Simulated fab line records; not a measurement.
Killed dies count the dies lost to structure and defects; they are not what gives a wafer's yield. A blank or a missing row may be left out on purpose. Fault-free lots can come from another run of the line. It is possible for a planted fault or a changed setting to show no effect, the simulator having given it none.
Comparing a struck lot with a sound one + flow gf180mcu + 15 steps out of a route of 602
Sound: wafers L629.1, L629.5, L629.6. Struck: wafer L639.2; the same lot's L639.4 was not struck, so it is left out; see the end for the cause.
At each step with rows: each side's tool, then ch and its chambers, then its first start. Under that, the readings that differ: sound wafers + struck wafers + difference of the means + sigmas: that difference in standard deviations of wafers without a fault.
alike: readings with means less than 2 such deviations apart, plus words and numbers identical on both sides. not compared: withheld readings, readings lacking a value on some wafer, bounds such as >300 that could conceal the same value, and numbers that have no deviation in the record and whose values overlap.
The two part at a step that has a row with sigmas, a row that says differs or no value, or rows on one side only. Numbers that have no deviation but don't overlap get no sigmas and don't part them. Lack of a reading on every wafer of one side parts them only where that side has two or more wafers.

first, 3 steps without rows for these wafers: GF_V2_EXPOSE_11 (exposes mask Via2, target cd 260 nm); GF_V2_PEB_12 (peb time 90 s); GF_V2_DEVELOP_13 (develop time 60 s).
GF_V2_CD_MEAS_14: the cd target is 260 nm.
  sound on cdSem-01 at day 21 14:55; struck on cdSem-02 at day 25 13:02
  alike: cdNm
GF_V2_OVL_MEAS_15:
  sound on overlay-02 at day 21 15:02; struck on overlay-01 at day 25 13:09
  alike: V2_OVL
GF_V2_ETCH_16: etches BARC in N2/H2.
  sound on rieDiel-01 ch 0,1, day 21 15:05; struck on rieDiel-03 ch 1, day 25 13:11
| reading                  | sound       | struck | difference | sigmas |
|--------------------------|-------------|--------|------------|--------|
| drypumpMotorCurrentA (A) | 6.2 5.9 6.2 | 5.3    | -0.8       | -2     |
  alike: oesProductAu, rfFwdPowerW, throttleValvePct
GF_V2_ETCH_17: etches SiO2 in C4F8/O2/Ar, stops on TiN, target depth 630 nm.
  sound: rieDiel-01 ch 0,1; struck: rieDiel-03 ch 1
  alike: oesProductAu, rfFwdPowerW
GF_V2_STRIP_18: strips in O2/N2.
  sound on plasmaAsher-03 ch 0,1, day 21 15:13; struck on plasmaAsher-04 ch 1, day 25 13:19
  alike: drypumpMotorCurrentA, heaterPowerW, oesProductAu
  not compared: rfHoursCounterH
then, 2 steps without rows for these wafers: GF_V2_STRIP_19 (strips in post etch residue remover, time 1200 s); GF_V2_CLEAN_20 (cleans in DIW).
GF_V2_SPUTTER_21: material Ti, target thk 15 nm, time 80.02 s.
  sound on pvdSputter-01 at day 21 15:44; struck on pvdSputter-01 at day 25 13:50
  alike: throttleValvePct
GF_V2_SPUTTER_22: material TiN, target thk 10 nm, time 40 s.
  sound on pvdSputter-01 at day 21 15:48; struck on pvdSputter-01 at day 25 13:54
  alike: throttleValvePct
GF_V2_CVD_23: deposits W, target thk 350 nm, time 104.94 s.
  sound on cvdW-02 ch 0,1, day 21 15:50; struck on cvdW-01 ch 1, day 25 13:56
| reading                         | sound             | struck | difference | sigmas |
|---------------------------------|-------------------|--------|------------|--------|
| model.W_of_V2_CVD_23.thkNm (nm) | 348.7 345.5 353.8 | 355.4  | +6.1       |        |
  alike: chamberPressureTorr, heaterPowerW
GF_V2_RS_MEAS_24: uses a four-point probe to measure.
  sound on filmMetro-04 at day 21 15:57; struck on filmMetro-01 at day 25 14:04
  alike: V2_W_RS
after that, 1 step had no rows for these wafers: GF_PASSIVATION_PROBE_99.

== WHERE THEY PART ==
Only at GF_V2_ETCH_16, as far as this record shows. Later steps at which nothing parts them and some readings are alike: GF_V2_ETCH_17, GF_V2_STRIP_18, GF_V2_SPUTTER_21, GF_V2_SPUTTER_22, GF_V2_CVD_23, GF_V2_RS_MEAS_24.

WHY: whatever the simulator had introduced
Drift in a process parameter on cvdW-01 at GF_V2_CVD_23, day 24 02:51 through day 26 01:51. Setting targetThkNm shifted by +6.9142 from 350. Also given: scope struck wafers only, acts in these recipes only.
